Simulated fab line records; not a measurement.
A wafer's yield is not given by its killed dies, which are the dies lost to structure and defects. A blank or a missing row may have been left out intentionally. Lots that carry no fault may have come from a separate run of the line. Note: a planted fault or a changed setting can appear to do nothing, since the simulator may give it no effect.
Which tool was responsible?	flow gf180mcu	42 wafers from 14 lots sampled at 5 of the route's 602 steps

## WHAT THE GAUGES READ, wafer by wafer
GF_LVPWELL_OVL_MEAS_07. Usual: LVPWELL_OVL 0.7 nm, standard deviation 1.3.
lot	measured	on	LVPWELL_OVL (nm)	flag
L943	day 3 21:44	overlay-02	1.1 2.6 -0.5	
L944	day 4 01:23	overlay-01	0.4 -0.2 -0.9	
L945	day 4 05:41	overlay-02	1.2 1.7 2.3	
L946	day 4 11:41	overlay-01	0.4 2.9 2.1	
L947	day 4 20:11	overlay-02	0.5 1.5 1.7	
L949	day 5 05:50	overlay-02	0.3 2.4 -1.0	
L950	day 5 16:20	overlay-01	1.3 3.0 0.9	
L951	day 5 20:54	overlay-02	-0.4 0.6 -1.5	
L952	day 6 02:32	overlay-01	1.7 2.6 3.3	
L953	day 6 08:15	overlay-02	-0.7 -0.3 -0.8	
L957	day 7 02:26	overlay-02	-1.1 -0.5 -1.8	
L961	day 8 01:29	overlay-01	2.6 0.7 0.2	
L963	day 8 15:26	overlay-01	0.9 -1.6 0.0	
L965	day 9 00:21	overlay-01	2.5 0.0 1.7	

GF_MVPSD_TW_MEAS_11. Usual: MVPSD_TW 550, standard deviation 5.7.
lot	measured	on	MVPSD_TW	flag
L943	day 5 00:26	film metro-01	545 550 548	
L944	day 5 05:59	film metro-01	549 549 544	
L945	day 5 11:02	film metro-04	542 546 544	
L946	day 5 16:28	film metro-04	548 543 544	
L947	day 6 02:26	film metro-01	548 547 548	
L949	day 6 11:41	film metro-01	547 546 549	
L950	day 6 23:53	film metro-02	555 554 556	
L951	day 7 03:50	film metro-01	547 548 547	
L952	day 7 11:05	film metro-01	572 570 572 572 575 576	OFF
L953	day 7 16:25	film metro-02	581 586 585 582 586 588	OFF
L957	day 8 12:24	film metro-04	569 574 572 570 571 573	OFF
L961	day 9 10:47	film metro-04	542 546 544	
L963	day 10 02:52	film metro-01	550 551 546	
L965	day 10 11:38	film metro-01	550 553 550	

GF_VT_IMPLANT_RS_MEAS_49: the measuring method here is four-point-probe. Usual: MVPSD_RS 1168 ohm/sq, standard deviation 3.1.
lot	measured	on	MVPSD_RS (ohm/sq)	flag
L943	day 7 12:59	film metro-04	1168 1163 1170	
L944	day 7 20:08	film metro-04	1164 1165 1167	
L945	day 8 01:34	film metro-04	1168 1166 1171	
L946	day 8 05:54	film metro-04	1169 1169 1169	
L947	day 8 18:08	film metro-04	1169 1165 1168	
L949	day 9 05:14	film metro-02	1170 1174 1170	
L950	day 9 19:16	film metro-02	1172 1174 1177	
L951	day 9 23:26	film metro-04	1168 1171 1166	
L952	day 10 05:58	film metro-02	1011 1011 1007 1012 1011 1007	OFF
L953	day 10 12:52	film metro-04	1005 1001 1002 1007 1005 1003	OFF
L957	day 11 11:28	film metro-04	1009 1009 1011 1009 1009 1011	OFF
L961	day 12 12:14	film metro-04	1167 1168 1170	
L963	day 13 07:06	film metro-01	1169 1168 1167	
L965	day 13 17:29	film metro-01	1165 1167 1164	

GF_HV_LDD_OVL_MEAS_20. Usual: HV_LDD_01_OVL 0.9 nm, standard deviation 1.3.
lot	measured	on	HV_LDD_01_OVL (nm)	flag
L943	day 10 16:31	overlay-02	0.7 1.1 2.9	
L944	day 11 00:49	overlay-01	1.7 0.6 -0.6	
L945	day 11 04:49	overlay-02	0.8 1.1 2.1	
L946	day 11 11:45	overlay-02	-0.5 1.2 0.1	
L947	day 12 01:22	overlay-01	1.4 1.5 0.9	
L949	day 12 15:07	overlay-02	1.3 2.2 2.6	
L950	day 13 06:28	overlay-01	0.9 -0.2 1.6	
L951	day 13 08:25	overlay-02	0.0 3.8 0.2	
L961	day 16 08:13	overlay-02	1.8 1.0 1.3	
L963	day 17 04:16	overlay-02	-1.1 -0.1 2.4	
L965	day 17 15:07	overlay-01	-0.8 0.6 1.4	

## EACH LOT AND THE TOOL THAT RAN IT (in order: tool; ch and the chambers of the sampled wafers; start)
lot	GF_MVPSD_IMPLANT_09
L943	implanter-02 ch 0, day 5 00:11
L944	implanter-03 ch 0, day 5 05:44
L945	implanter-03 ch 0, day 5 10:48
L946	implanter-02 ch 0, day 5 16:11
L947	implanter-03 ch 0, day 6 02:11
L949	implanter-02 ch 0, day 6 11:26
L950	implanter-02 ch 0, day 6 23:39
L951	implanter-03 ch 0, day 7 03:37
L952	implanter-02 ch 0, day 7 10:31
L953	implanter-03 ch 0, day 7 15:52
L957	implanter-03 ch 0, day 8 11:41
L961	implanter-03 ch 0, day 9 10:34
L963	implanter-03 ch 0, day 10 02:37
L965	implanter-02 ch 0, day 10 11:25
- GF_MVPSD_IMPLANT_09

## WHAT THE TOOLS THEMSELVES READ (means of the sampled wafers that have a number; where no wafer has one, the mark that the record gives instead)
GF_MVPSD_IMPLANT_09. Usual: beam on s 9.99 s, standard deviation 0.19; dose ions cm2 4.999e+12, standard deviation 5.1e+09.
lot	tool	beam on s (s)	dose ions cm2	flag
L943	implanter-02	9.86	5.001e+12	
L944	implanter-03	9.81	5.007e+12	
L945	implanter-03	10.03	4.994e+12	
L946	implanter-02	10.10	4.994e+12	
L947	implanter-03	10.02	5.000e+12	
L949	implanter-02	9.99	4.998e+12	
L950	implanter-02	10.11	5.010e+12	
L951	implanter-03	9.84	4.995e+12	
L952	implanter-02	9.95	5.001e+12	
L953	implanter-03	10.00	4.994e+12	
L957	implanter-03	9.97	5.001e+12	
L961	implanter-03	9.76	4.999e+12	
L963	implanter-03	10.04	5.001e+12	
L965	implanter-02	10.07	4.999e+12	

## THE ANSWER, worked out from the rows above alone
Rule: take the mean of a lot's wafers that have a number; if it is more than 3 standard deviations from the usual mean, the lot is off. A lot without any number at a reading at which 4 lots or more have one is off too. Any other lot the step has rows for is counted as sound. First the gauges in route order, then the tools' own readings, where a lot's mean is used as printed above. The first step at which some lot is off is used, and at that step the reading that is off furthest; a lot without a number counts as furthest.
Off: L952, L953, L957, seen at GF_MVPSD_TW_MEAS_11 (MVPSD_TW).
If a tool, at a process step before that reading, ran all the lots that are off and no sound lot after the first of them, it fits. Gauges at GF_MVPSD_TW_MEAS_11: tried the same way as those tools. None of those tried fits.

## WHAT WAS PUT IN BY THE SIMULATOR
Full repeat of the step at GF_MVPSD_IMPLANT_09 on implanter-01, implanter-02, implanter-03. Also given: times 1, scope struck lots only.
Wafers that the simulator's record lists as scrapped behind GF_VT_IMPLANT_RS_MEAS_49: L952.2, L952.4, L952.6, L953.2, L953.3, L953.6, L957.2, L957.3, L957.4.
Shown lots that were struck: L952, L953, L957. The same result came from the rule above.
